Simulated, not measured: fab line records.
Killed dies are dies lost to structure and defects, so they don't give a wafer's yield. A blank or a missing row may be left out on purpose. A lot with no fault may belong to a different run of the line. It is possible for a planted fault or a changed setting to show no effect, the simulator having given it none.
fab line records ; flow sfq_line
record: lots: 5; wafers: 15; last_day: 92
route steps=325 shown M3@129 I3@133
lots with no fault: from the same line, run without faults
start_h: hours from the record's opening day to when the first of the lot's shown wafers began ; wait_h: hours from the lot's prior step to this one ; " identical to the entry in the row above ; L1.1+2: a single row standing in for several wafers ; - either no value or no given start ; * or withheld: withheld ; < > ~ a bound
route shown NAME@n: a module of which the file shows steps, and the number in the route of the first ; usual: mean/standard deviation taken from wafers without a fault ; same: alike in all rows ; chamber/n: place in a boat ; sites: each site's reading ; _std_site: standard deviation across them ; _edge_site: inner sites' mean taken away from outer sites' mean ; radius_mm: how far each site lies from the wafer's centre ; mask NAME#n: copy n ; behind: the most recent tool/chamber to have shaped the wafer ; hold: why the lot was held/for how many hours/how that ended ; device: whichever transistor did not switch (one of n, p or np) ; end of line: the route-end tests of the same wafers ; for a step that has no rows: nothing shown but its recipe ; killed: the dies lost at the first sort to structure and to defects; this is not the yield of the wafer ; map: a wafer's dies, marking killed ones x, the rest . and places with no die _
set.NAME: the setting the step ran with; set.NAME@STEP: the setting that earlier step ran with ; model.NAME: the simulator's own value behind a step, which no gauge read
certain route steps with their lots: each step a table, each wafer a row
services: when a tool's chamber went out of use (start_h, in hours from the record's first day, below 0 if earlier), for how many hours, and the reason
== steps ==
step: SFQ_TRILAYER_M3_BARC_OPEN_METAL_ETCH_100
recipe: mask_material: PR; chemistry: O2; target_depth_nm: 125; target: BARC; icp_w: 600; bias_w: 80; pressure_mtorr: 10; time_s: 41.7
usual: drypump_motor_current_A: 5.49/0.26; oes_product_au: 0.685/0.0047
lot.wafer;tool;chamber;start_h;wait_h;drypump_motor_current_A;oes_product_au;rf_hours_counter_h
L459.3;rie_metal-03;0;1057.58;0.0;5.94;0.686;-
L459.4;rie_metal-03;1;1057.58;0.0;5.14;0.687;-
L459.6;rie_metal-03;0;1057.58;0.0;5.94;0.683;-
L471.1;rie_metal-03;0;1174.54;0.0;5.94;0.690;26
L471.2;rie_metal-03;1;1174.54;0.0;5.16;0.689;16
L471.5;rie_metal-03;1;1174.54;0.0;5.16;0.681;-
L473.2;rie_metal-04;0;1196.14;0.0;5.41;0.681;74
L473.4;rie_metal-04;1;1196.14;0.0;5.51;0.680;-
L473.6;rie_metal-04;0;1196.14;0.0;5.40;0.685;-
L478.1;rie_metal-04;1;1223.78;0.0;5.45;0.690;39
L478.2;rie_metal-04;0;1223.78;0.0;5.39;0.682;78
L478.5;rie_metal-04;1;1223.78;0.0;5.44;0.685;-
L481.3;rie_metal-04;0;1259.99;0.0;5.38;0.677;-
L481.4;rie_metal-04;1;1259.99;0.0;5.45;0.684;-
L481.5;rie_metal-04;1;1259.99;0.0;5.46;0.685;-
step: SFQ_TRILAYER_M3_ETCH_METAL_ETCH_078
recipe: target: Nb; stop_on: SiO2; mask_material: PR; chemistry: Cl2/Ar; target_depth_nm: 240; icp_w: 600; bias_w: 80; pressure_mtorr: 10; time_s: 120
usual: drypump_motor_current_A: 5.49/0.26; oes_product_au: 0.894/0.0073
lot.wafer;tool;chamber;start_h;wait_h;drypump_motor_current_A;oes_product_au;rf_hours_counter_h
L459.3;rie_metal-03;0;1057.66;0.1;5.92;0.889;-
L459.4;rie_metal-03;1;1057.66;0.1;5.14;0.895;-
L459.6;rie_metal-03;0;1057.66;0.1;5.94;0.904;-
L471.1;rie_metal-03;0;1174.62;0.1;5.93;0.901;26
L471.2;rie_metal-03;1;1174.62;0.1;5.17;0.908;16
L471.5;rie_metal-03;1;1174.62;0.1;5.16;0.903;-
L473.2;rie_metal-04;0;1196.20;0.0;5.40;0.898;74
L473.4;rie_metal-04;1;1196.20;0.0;5.47;0.902;-
L473.6;rie_metal-04;0;1196.20;0.0;5.41;0.895;-
L478.1;rie_metal-04;1;1223.84;0.0;5.49;0.891;39
L478.2;rie_metal-04;0;1223.84;0.0;5.37;0.888;79
L478.5;rie_metal-04;1;1223.84;0.0;5.49;0.883;-
L481.3;rie_metal-04;0;1260.07;0.1;5.37;0.887;-
L481.4;rie_metal-04;1;1260.07;0.1;5.47;0.889;-
L481.5;rie_metal-04;1;1260.07;0.1;5.48;0.888;-
step: SFQ_TRILAYER_M3_STRIP_STRIP_079
recipe: gas: O2; power_w: 200; platen_temp_c: 40; overash_fraction: 0.65; chemistry: O2; pressure_mtorr: 50
step: SFQ_TRILAYER_M3_STRIP_SOLV_CLEAN_080
recipe: chemistry: NMP; temp_c: 70; time_s: 600
step: SFQ_TRILAYER_I3_DEP_PECVD_081
recipe: material: SiO2; temp_c: 150; time_s: 111.11; pressure_torr: 2.4; rf_w: 183.3; precursor: SiH4/N2O; target_thk_nm: 500
usual: heater_power_w: 82/14; showerhead_vpp_V: 835/23; throttle_valve_pct: 24.8/1.4
lot.wafer;tool;chamber;start_h;wait_h;heater_power_w;showerhead_vpp_V;throttle_valve_pct
L459.3;pecvd-03;0;1058.52;0.0;109;826;21.9
L459.4;pecvd-03;0;1058.52;0.0;109;837;22.2
L459.6;pecvd-03;2;1058.52;0.0;105;870;23.6
L471.1;pecvd-01;2;1175.56;0.0;83;791;26.4
L471.2;pecvd-01;1;1175.56;0.0;63;823;24.4
L471.5;pecvd-01;2;1175.56;0.0;84;794;26.4
L473.2;pecvd-01;0;1197.10;0.0;83;860;26.0
L473.4;pecvd-01;0;1197.10;0.0;68;862;26.1
L473.6;pecvd-01;1;1197.10;0.0;60;811;24.6
L478.1;pecvd-03;0;1224.74;0.0;103;834;22.5
L478.2;pecvd-03;1;1224.74;0.0;80;840;25.4
L478.5;pecvd-03;2;1224.74;0.0;103;875;23.7
L481.3;pecvd-03;0;1260.93;0.0;105;838;22.5
L481.4;pecvd-03;0;1260.93;0.0;108;829;22.7
L481.5;pecvd-03;1;1260.93;0.0;89;828;25.5
step: SFQ_TRILAYER_I3_CMP_CMP_082
recipe: material: SiO2; down_force_psi: 3; platen_rpm: 60; pad_velocity_m_s: 0.94248
usual: edge_zone_pressure_frac: 1.000/0.0046; motor_current_A: 10.2/0.71; slurry_flow_ml_min: 150.0/0.49; time_to_endpoint_s: 212/8.2
lot.wafer;tool;chamber;start_h;wait_h;edge_zone_pressure_frac;motor_current_A;slurry_flow_ml_min;time_to_endpoint_s
L459.4;cmp-01;1;1058.60;0.0;1.003;9.7;149.9;226
L459.3;cmp-01;3;1059.60;1.0;1.001;9.9;149.9;219
L459.6;cmp-01;1;1060.60;2.0;0.993;10.0;150.2;227
L471.2;cmp-02;0;1180.05;4.4;1.003;10.5;150.0;208
L471.1;cmp-02;1;1180.05;4.4;1.004;9.6;149.8;204
L471.5;cmp-02;1;1182.55;6.9;1.006;8.8;150.0;217
L473.2;cmp-02;2;1199.05;1.9;0.993;9.7;150.5;203
L473.4;cmp-02;3;1199.05;1.9;1.008;10.8;149.7;221
L473.6;cmp-02;0;1199.05;1.9;1.004;10.6;149.9;206
L478.2;cmp-02;3;1228.78;4.0;0.991;10.6;150.6;217
L478.1;cmp-02;0;1228.78;4.0;1.000;10.6;150.7;218
L478.5;cmp-02;1;1228.78;4.0;0.999;9.5;149.8;219
L481.4;cmp-01;3;1262.36;1.4;1.002;9.3;150.0;205
L481.3;cmp-01;0;1262.36;1.4;1.000;9.8;149.3;195
L481.5;cmp-01;3;1264.36;3.4;0.996;9.7;149.5;199
step: SFQ_I3_BOW_MEAS_922
recipe: mode: bow
usual: I3_BOW: 3/8
lot.wafer;tool;chamber;start_h;wait_h;I3_BOW[um]
L459.3;film_metro-02;-;1061.64;1.5;9
L459.4;film_metro-02;-;1061.64;1.5;11
L459.6;film_metro-02;-;1061.64;1.5;13
L471.1;film_metro-04;-;1183.05;2.0;9
L471.2;film_metro-04;-;1183.05;2.0;4
L471.5;film_metro-04;-;1183.05;2.0;5
L473.2;film_metro-04;-;1201.07;1.5;12
L473.4;film_metro-04;-;1201.07;1.5;-5
L473.6;film_metro-04;-;1201.07;1.5;1
L478.1;film_metro-02;-;1230.78;1.0;-1
L478.2;film_metro-02;-;1230.78;1.0;10
L478.5;film_metro-02;-;1230.78;1.0;4
L481.3;film_metro-03;-;1264.90;1.5;6
L481.4;film_metro-03;-;1264.90;1.5;14
L481.5;film_metro-03;-;1264.90;1.5;8
step: SFQ_TRILAYER_I3_METRO_MEASURE_083
usual: thk_nm: 199.6/0.94
lot.wafer;tool;chamber;start_h;wait_h;thk_nm
L459.3;film_metro-02;-;1062.12;0.5;198.5
L459.4;film_metro-02;-;1062.12;0.5;200.1
L459.6;film_metro-02;-;1062.12;0.5;198.9
L471.1;film_metro-04;-;1183.17;0.1;198.7
L471.2;film_metro-04;-;1183.17;0.1;198.8
L471.5;film_metro-04;-;1183.17;0.1;199.0
L473.2;film_metro-04;-;1201.37;0.3;199.4
L473.4;film_metro-04;-;1201.37;0.3;200.5
L473.6;film_metro-04;-;1201.37;0.3;200.1
L478.1;film_metro-02;-;1230.90;0.1;200.9
L478.2;film_metro-02;-;1230.90;0.1;200.9
L478.5;film_metro-02;-;1230.90;0.1;199.2
L481.3;film_metro-03;-;1265.38;0.5;199.6
L481.4;film_metro-03;-;1265.38;0.5;199.0
L481.5;film_metro-03;-;1265.38;0.5;200.1
step: SFQ_TRILAYER_I3_VIA_LITHO_COAT_090
recipe: resist: BARC; spin_rpm: 3000; resist_thk_nm: 62
step: SFQ_TRILAYER_I3_VIA_LITHO_COAT_085
recipe: resist: KrF; spin_rpm: 3000; resist_thk_nm: 650
step: SFQ_TRILAYER_I3_VIA_LITHO_SOFTBAKE_089
recipe: temp_c: withheld; time_s: withheld; resist: KrF
step: SFQ_TRILAYER_I3_VIA_LITHO_EXPOSE_086
recipe: mask_id: I3; na: 0.6; source_shape: conventional; sigma_outer: 0.65; target_cd_nm: 500; dose_mj: 21.3
step: SFQ_TRILAYER_I3_VIA_LITHO_PEB_088
recipe: peb_temp_c: 115; peb_time_s: 60; resist: KrF
usual: heater_power_total_W: 79.15/0.065
lot.wafer;tool;chamber;start_h;wait_h;heater_power_total_W
L459.3;litho_track-01;0;1201.85;0.7;79.02
L459.4;litho_track-01;0;1201.85;0.7;79.04
L459.6;litho_track-01;0;1201.85;0.7;79.22
L471.1;litho_track-03;0;1312.06;1.0;79.15
L471.2;litho_track-03;0;1312.06;1.0;79.01
L471.5;litho_track-03;0;1312.06;1.0;79.16
L473.2;litho_track-03;0;1335.34;0.8;79.06
L473.4;litho_track-03;0;1335.34;0.8;79.24
L473.6;litho_track-03;0;1335.34;0.8;80.91
L478.1;litho_track-04;0;1358.12;1.0;78.96
L478.2;litho_track-04;0;1358.12;1.0;79.25
L478.5;litho_track-04;0;1358.12;1.0;79.14
L481.3;litho_track-01;0;1386.97;0.7;79.19
L481.4;litho_track-01;0;1386.97;0.7;79.12
L481.5;litho_track-01;0;1386.97;0.7;79.21
step: SFQ_TRILAYER_I3_VIA_LITHO_DEVELOP_087
recipe: time_s: 60; resist: KrF
step: SFQ_I3_OVL_MEAS_923
usual: I3_OVL: -2/6.2
lot.wafer;tool;chamber;start_h;wait_h;I3_OVL[nm]
L459.3;overlay-01;-;1202.12;0.1;-2
L459.4;overlay-01;-;1202.12;0.1;0
L459.6;overlay-01;-;1202.12;0.1;0
L471.1;overlay-01;-;1312.36;0.1;6
L471.2;overlay-01;-;1312.36;0.1;0
L471.5;overlay-01;-;1312.36;0.1;5
L473.2;overlay-02;-;1335.62;0.1;5
L473.4;overlay-02;-;1335.62;0.1;5
L473.6;overlay-02;-;1335.62;0.1;5
L478.1;overlay-01;-;1358.42;0.1;-14
L478.2;overlay-01;-;1358.42;0.1;-5
L478.5;overlay-01;-;1358.42;0.1;-11
L481.3;overlay-01;-;1387.23;0.1;-6
L481.4;overlay-01;-;1387.23;0.1;-7
L481.5;overlay-01;-;1387.23;0.1;-6
step: SFQ_TRILAYER_I3_VIA_BARC_OPEN_VIA_ETCH_121
recipe: mask_material: PR; chemistry: O2; target_depth_nm: 125; target: BARC; source_w: 500; bias_w: 80; pressure_mtorr: 30; time_s: 41.7
usual: drypump_motor_current_A: 5.6/0.45; oes_product_au: 0.685/0.0049
lot.wafer;tool;chamber;start_h;wait_h;drypump_motor_current_A;oes_product_au;rf_hours_counter_h;model.I3.cd_nm
L459.3;rie_diel-03;1;1202.14;0.0;4.8;0.687;15;501.1
L459.4;rie_diel-03;2;1202.14;0.0;5.1;0.695;4;500.7
L459.6;rie_diel-03;2;1202.14;0.0;5.1;0.684;-;501.1
L471.1;rie_diel-01;2;1312.39;0.0;5.7;0.689;20;501.2
L471.2;rie_diel-01;1;1312.39;0.0;6.1;0.685;4;498.9
L471.5;rie_diel-01;1;1312.39;0.0;6.0;0.685;-;498.5
L473.2;rie_diel-03;2;1335.65;0.0;5.1;0.675;6;501.3
L473.4;rie_diel-03;2;1335.65;0.0;5.1;0.675;-;500.4
L473.6;rie_diel-03;3;1335.65;0.0;5.5;0.682;-;489.8
L478.1;rie_diel-02;0;1358.45;0.0;5.8;0.687;4;500.8
L478.2;rie_diel-02;2;1358.45;0.0;6.0;0.690;17;500.9
L478.5;rie_diel-02;3;1358.45;0.0;6.2;0.683;-;501.2
L481.3;rie_diel-03;1;1387.25;0.0;4.8;0.686;18;502.5
L481.4;rie_diel-03;1;1387.25;0.0;4.8;0.682;-;502.5
L481.5;rie_diel-03;2;1387.25;0.0;5.1;0.684;-;503
step: SFQ_TRILAYER_I3_VIA_ETCH_VIA_ETCH_088
recipe: target: SiO2; stop_on: Nb; mask_material: PR; taper_deg: 20; chemistry: CHF3; target_depth_nm: 260; source_w: 500; bias_w: 80; pressure_mtorr: 30; time_s: withheld
usual: drypump_motor_current_A: 5.6/0.45; oes_product_au: 0.854/0.0053
lot.wafer;tool;chamber;start_h;wait_h;drypump_motor_current_A;oes_product_au;model.I3.cd_nm
L459.3;rie_diel-03;1;1202.18;0.0;4.8;0.844;501.7
L459.4;rie_diel-03;2;1202.18;0.0;5.1;0.856;500.6
L459.6;rie_diel-03;2;1202.18;0.0;5.1;0.849;500
L471.1;rie_diel-01;2;1312.43;0.0;5.7;0.847;502.6
L471.2;rie_diel-01;1;1312.43;0.0;6.0;0.844;501
L471.5;rie_diel-01;1;1312.43;0.0;6.0;0.843;499.3
L473.2;rie_diel-03;2;1335.69;0.0;5.1;0.856;501.9
L473.4;rie_diel-03;2;1335.69;0.0;5.1;0.855;499
L473.6;rie_diel-03;3;1335.69;0.0;5.5;0.854;488
L478.1;rie_diel-02;0;1358.49;0.0;5.9;0.858;506.7
L478.2;rie_diel-02;2;1358.49;0.0;6.0;0.853;503
L478.5;rie_diel-02;3;1358.49;0.0;6.2;0.849;500.1
L481.3;rie_diel-03;1;1387.29;0.0;4.8;0.844;501.4
L481.4;rie_diel-03;1;1387.29;0.0;4.8;0.847;501.7
L481.5;rie_diel-03;2;1387.29;0.0;5.1;0.852;501.3
step: SFQ_TRILAYER_I3_VIA_STRIP_STRIP_089
recipe: gas: O2; power_w: 200; platen_temp_c: 40; overash_fraction: 0.65; chemistry: O2; pressure_mtorr: 50
== services ==
tool;chamber;start_h;hours;kind
rie_metal-04;0;1034.08;2.8;repair
rie_metal-04;0;1041.06;2.6;repair
rie_diel-03;1;1043.92;2.9;repair
cmp-02;-;1070.00;4.7;pm
cmp-02;-;1087.36;4.0;pm
rie_metal-03;-;1093.07;14.6;pm
rie_metal-03;1;1124.12;4.2;repair
rie_metal-03;-;1134.75;4.3;pm
pecvd-03;0;1134.99;12.2;repair
pecvd-03;-;1153.68;1.4;repair
pecvd-03;0;1185.32;7.5;repair
rie_metal-04;1;1202.51;1.0;repair
rie_metal-03;1;1228.27;13.3;repair
rie_metal-04;-;1234.26;1.9;repair
rie_metal-03;-;1257.21;0.5;repair
rie_diel-03;1;1261.55;6.4;repair
rie_metal-03;0;1276.30;8.4;repair
rie_diel-03;3;1282.83;12.2;repair
rie_diel-03;0;1295.43;3.0;repair
rie_diel-03;3;1306.97;10.2;repair
rie_diel-03;0;1309.42;1.7;repair
rie_diel-03;0;1328.47;5.1;repair
rie_diel-03;1;1328.91;7.7;repair
rie_diel-03;3;1386.26;1.2;repair
== key ==
first_sign: step: SFQ_TRILAYER_I3_VIA_LITHO_PEB_088; reading: heater_power_total_W; direction: up; sigmas: 27; usual: 79.15; struck: 80.91
effect none on later readings
model_effect: step: SFQ_TRILAYER_I3_VIA_BARC_OPEN_VIA_ETCH_121; value: I3.cd_nm; without: 498.5; struck: 489.8
model_effect: step: SFQ_TRILAYER_I3_VIA_ETCH_VIA_ETCH_088; value: I3.cd_nm; without: 496.7; struck: 488
met_at SFQ_TRILAYER_I3_VIA_LITHO_PEB_088
struck_wafers L473.6
onset_between 1312.06 1335.34
fault: kind: process_parameter_drift; tool: litho_track-03; chamber: -; onset_h: 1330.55; steps: SFQ_TRILAYER_I3_VIA_LITHO_PEB_088; channel: peb_time_s; offset: *; shape: step; end_h: 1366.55; scope: struck_wafers_only; acts_in: *; stated: *
